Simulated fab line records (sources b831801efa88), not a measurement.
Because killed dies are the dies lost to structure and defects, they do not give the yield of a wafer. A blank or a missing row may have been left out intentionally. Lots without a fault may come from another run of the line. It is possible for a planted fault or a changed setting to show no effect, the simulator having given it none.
Which of the tools did it? + flow sky130 + 13 lots, 39 wafers sampled, at 4 steps of a route of 708

## WHAT THE GAUGES READ, wafer by wafer
SKY_CAP2M_THK_MEAS_04: measures by xrf. Usual: CAP2M_TIN_THK 199 nm, standard deviation 3.1.
| lot  | measured     | on            | CAP2M_TIN_THK (nm) | flag |
|------|--------------|---------------|--------------------|------|
| L332 | day 39 18:20 | film metro-01 | 199 198 206        |      |
| L335 | day 40 06:16 | film metro-03 | 198 200 199        |      |
| L334 | day 40 12:35 | film metro-03 | 199 197 199        |      |
| L336 | day 40 16:55 | film metro-03 | 198 202 199        |      |
| L337 | day 41 01:20 | film metro-04 | 205 199 195        |      |
| L338 | day 41 09:46 | film metro-04 | 199 199 194        |      |
| L339 | day 41 22:31 | film metro-03 | 202 198 201        |      |
| L340 | day 42 01:43 | film metro-04 | 200 198 198        |      |
| L341 | day 42 07:45 | film metro-04 | 199 202 199        |      |
| L343 | day 43 10:53 | film metro-04 | 192 197 191        |      |
| L350 | day 44 17:02 | film metro-04 | 195 199 196        |      |
| L351 | day 44 22:28 | film metro-01 | 195 199 198        |      |
| L355 | day 46 06:39 | film metro-03 | 205 199 198        |      |

SKY_METAL4_OVL_MEAS_14. Usual: METAL4_OVL 5 nm, standard deviation 5.6.
| lot  | measured     | on         | METAL4_OVL (nm) | flag |
|------|--------------|------------|-----------------|------|
| L332 | day 41 18:32 | overlay-01 | 8 10 12         |      |
| L335 | day 42 06:13 | overlay-02 | 0 -4 2          |      |
| L334 | day 42 11:50 | overlay-01 | -1 -1 3         |      |
| L336 | day 42 16:38 | overlay-02 | 11 9 15         |      |
| L337 | day 43 02:07 | overlay-02 | 6 2 -2          |      |
| L338 | day 43 09:34 | overlay-01 | -2 -2 2         |      |
| L339 | day 43 21:30 | overlay-01 | -4 2 5          |      |
| L340 | day 43 23:33 | overlay-01 | 11 1 -1         |      |
| L341 | day 44 04:41 | overlay-01 | 7 10 11         |      |
| L343 | day 45 07:11 | overlay-01 | 10 11 12        |      |
| L350 | day 46 11:20 | overlay-01 | 11 2 7          |      |
| L351 | day 46 17:22 | overlay-02 | 5 -1 3          |      |
| L355 | day 47 22:24 | overlay-01 | 0 -1 -5         |      |

## WHAT TOOL EACH LOT RAN ON (gives the tool, then ch and the chambers of the sampled wafers, and finally the start)
| lot  | SKY_METAL2_SPUTTER_01        | SKY_CAP2M_CVD_00                |
|------|------------------------------|---------------------------------|
| L332 | pvd sputter-02, day 33 19:58 | pecvd-01 ch 1,2, day 39 18:01   |
| L335 | pvd sputter-03, day 34 09:21 | pecvd-04 ch 0,2, day 40 05:57   |
| L334 | pvd sputter-03, day 34 15:55 | pecvd-04 ch 0,2, day 40 12:16   |
| L336 | pvd sputter-03, day 34 20:44 | pecvd-02 ch 0,2, day 40 16:35   |
| L337 | pvd sputter-03, day 34 23:49 | pecvd-04 ch 0,1,2, day 41 01:01 |
| L338 | pvd sputter-02, day 35 17:10 | pecvd-04 ch 0,2, day 41 09:28   |
| L339 | pvd sputter-03, day 36 07:43 | pecvd-04 ch 0,1,2, day 41 22:11 |
| L340 | pvd sputter-02, day 36 09:42 | pecvd-02 ch 1,2, day 42 01:23   |
| L341 | pvd sputter-04, day 36 17:03 | pecvd-02 ch 1,2, day 42 07:25   |
| L343 | pvd sputter-04, day 38 01:57 | pecvd-01 ch 0,1, day 43 10:33   |
| L350 | pvd sputter-04, day 39 11:14 | pecvd-04 ch 1,2, day 44 16:44   |
| L351 | pvd sputter-04, day 39 19:22 | pecvd-02 ch 1,2, day 44 22:10   |
| L355 | pvd sputter-03, day 41 07:30 | pecvd-04 ch 0,2, day 46 06:20   |
- SKY_METAL2_SPUTTER_01: material TiN, target thk 20 nm, time 16.7 s.
- SKY_CAP2M_CVD_00: deposits SiO2, target thk 15.5 nm.

## WHAT THE TOOLS THEMSELVES READ (means of the sampled wafers that have a number; where no wafer has one, the mark that the record gives instead)
SKY_METAL2_SPUTTER_01. Usual: 29.5 % for throttle valve pct, sd 0.96.
| lot  | tool           | throttle valve pct (%) | flag |
|------|----------------|------------------------|------|
| L332 | pvd sputter-02 | 31.2                   |      |
| L335 | pvd sputter-03 | 28.8                   |      |
| L334 | pvd sputter-03 | 28.8                   |      |
| L336 | pvd sputter-03 | 28.8                   |      |
| L337 | pvd sputter-03 | 28.7                   |      |
| L338 | pvd sputter-02 | 31.1                   |      |
| L339 | pvd sputter-03 | 28.9                   |      |
| L340 | pvd sputter-02 | 30.8                   |      |
| L341 | pvd sputter-04 | 29.3                   |      |
| L343 | pvd sputter-04 | 29.6                   |      |
| L350 | pvd sputter-04 | 28.9                   |      |
| L351 | pvd sputter-04 | 29.6                   |      |
| L355 | pvd sputter-03 | 28.7                   |      |

SKY_CAP2M_CVD_00. Usual: 730 W for heater power w, sd 86.
| lot  | tool     | heater power w (W) | flag |
|------|----------|--------------------|------|
| L332 | pecvd-01 | 582                |      |
| L335 | pecvd-04 | 810                |      |
| L334 | pecvd-04 | 786                |      |
| L336 | pecvd-02 | 747                |      |
| L337 | pecvd-04 | 731                |      |
| L338 | pecvd-04 | 742                |      |
| L339 | pecvd-04 | 762                |      |
| L340 | pecvd-02 | 720                |      |
| L341 | pecvd-02 | 823                |      |
| L343 | pecvd-01 | 741                |      |
| L350 | pecvd-04 | 732                |      |
| L351 | pecvd-02 | 797                |      |
| L355 | pecvd-04 | 762                |      |

## THE ANSWER, worked out from the rows above alone
Rule: a lot counts as off when the mean over its wafers that have a number is more than 3 standard deviations away from the usual mean. Also off: a lot with no number at a reading for which 4 or more lots have one. Any other lot the step has rows for is counted as sound. First the gauges in route order, then the tools' own readings, where a lot's mean is used as printed above. The first step at which some lot is off is used, and at that step the reading that is off furthest; a lot without a number counts as furthest.
Across all readings shown, no lot is off: no conclusion can be drawn from this.

## WHAT THE SIMULATOR PUT IN
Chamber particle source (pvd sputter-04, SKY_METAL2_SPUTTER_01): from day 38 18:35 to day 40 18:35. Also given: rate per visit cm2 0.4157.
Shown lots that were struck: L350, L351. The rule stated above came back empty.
